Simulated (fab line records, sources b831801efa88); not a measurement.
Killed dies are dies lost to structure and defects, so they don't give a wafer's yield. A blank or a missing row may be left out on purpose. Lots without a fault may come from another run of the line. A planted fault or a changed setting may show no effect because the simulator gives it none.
Tool commonality check | flow gf180mcu | 13 lots, 45 wafers sampled

WHY IT WAS OPENED
At GF_NWELL_TW_MEAS_11 the reading NWELL_TW is flagged on 2 of 13 lots. Wafers without a fault read 1573, standard deviation 21.
Rule: a lot is flagged when every wafer of it that has a number lies more than 4 standard deviations from that mean, or none has a number. The other lots count as sound.

lot  | measured    | on            | NWELL_TW, wafer by wafer      | flag
L725 | day 3 10:08 | film_metro-01 | 1591 1594 1589                |
L726 | day 3 13:43 | film_metro-03 | 1540 1537 1538                |
L727 | day 3 18:15 | film_metro-01 | 1589 1593 1586                |
L728 | day 4 01:44 | film_metro-01 | 1585 1584 1585                |
L729 | day 4 06:38 | film_metro-03 | 1533 1534 1525                |
L730 | day 4 13:54 | film_metro-02 | 1587 1579 1574                |
L731 | day 4 19:04 | film_metro-03 | 1528 1524 1527                |
L732 | day 4 23:00 | film_metro-01 | 1582 1589 1590                |
L733 | day 5 01:38 | film_metro-02 | 1585 1576 1582                |
L734 | day 5 06:04 | film_metro-01 | 1578 1578 1577                |
L735 | day 5 14:33 | film_metro-03 | 1545 1548 1543                |
L741 | day 6 22:52 | film_metro-02 | 1371 1364 1379 1372 1385 1374 | FLAGGED
L743 | day 7 11:00 | film_metro-01 | 1374 1365 1367 1365 1362 1370 | FLAGGED
The numbers of the flagged lots are 1371 on average: -202 against the usual, or -10 standard deviations.

WHICH TOOL RAN EACH LOT
The record holds 1 process step before the reading, out of a route of 602 steps. In each cell: the tool, then ch and the chambers that the sampled wafers went through, then the start.
lot  | flag    | GF_NWELL_IMPLANT_08
L725 |         | implanter-03 ch 0, day 3 09:44
L726 |         | implanter-04 ch 0, day 3 13:19
L727 |         | implanter-01 ch 0, day 3 17:51
L728 |         | implanter-01 ch 0, day 4 01:20
L729 |         | implanter-01 ch 0, day 4 06:14
L730 |         | implanter-03 ch 0, day 4 13:30
L731 |         | implanter-01 ch 0, day 4 18:42
L732 |         | implanter-03 ch 0, day 4 22:37
L733 |         | implanter-03 ch 0, day 5 01:14
L734 |         | implanter-04 ch 0, day 5 05:41
L735 |         | implanter-03 ch 0, day 5 14:10
L741 | FLAGGED | implanter-04 ch 0, day 6 22:29
L743 | FLAGGED | implanter-04 ch 0, day 7 10:37
What these steps do:
- GF_NWELL_IMPLANT_08
- GF_NWELL_TW_MEAS_11

FLAGGED OVER TOTAL, TOOL BY TOOL (the gauges that took the reading come last)
step                | tool          | lots run | flagged | share of the flagged lots | sound lots run after its first flagged lot
GF_NWELL_IMPLANT_08 | implanter-01  | 4        | 0       | none                      | -
GF_NWELL_IMPLANT_08 | implanter-03  | 5        | 0       | none                      | -
GF_NWELL_IMPLANT_08 | implanter-04  | 4        | 2       | all                       | 0
GF_NWELL_TW_MEAS_11 | film_metro-01 | 6        | 1       | some                      | 0
GF_NWELL_TW_MEAS_11 | film_metro-02 | 3        | 1       | some                      | 0
GF_NWELL_TW_MEAS_11 | film_metro-03 | 4        | 0       | none                      | -

WHAT THE TABLE ALLOWS
1 row of the table ran every flagged lot: implanter-04 at GF_NWELL_IMPLANT_08.
- implanter-04 at GF_NWELL_IMPLANT_08: 2 of its 4 lots flagged. Its last sound lot is L734 (day 5 05:41), its first flagged lot L741 (day 6 22:29): a fault that began between those two fits. Its own readings lie more than 4 standard deviations out on every wafer of the flagged lots: dose_ions_cm2, faraday_current_uA.
One tool is left: implanter-04 at GF_NWELL_IMPLANT_08.

WHAT THE SIMULATOR HAD PUT IN
Process parameter drift: implanter-04, from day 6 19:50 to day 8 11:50, at GF_NWELL_IMPLANT_08. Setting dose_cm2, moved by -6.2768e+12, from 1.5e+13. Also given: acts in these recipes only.
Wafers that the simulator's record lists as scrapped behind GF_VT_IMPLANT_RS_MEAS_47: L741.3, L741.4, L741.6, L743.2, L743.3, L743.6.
Lots struck among those shown: L741, L743. The rule above found the same.
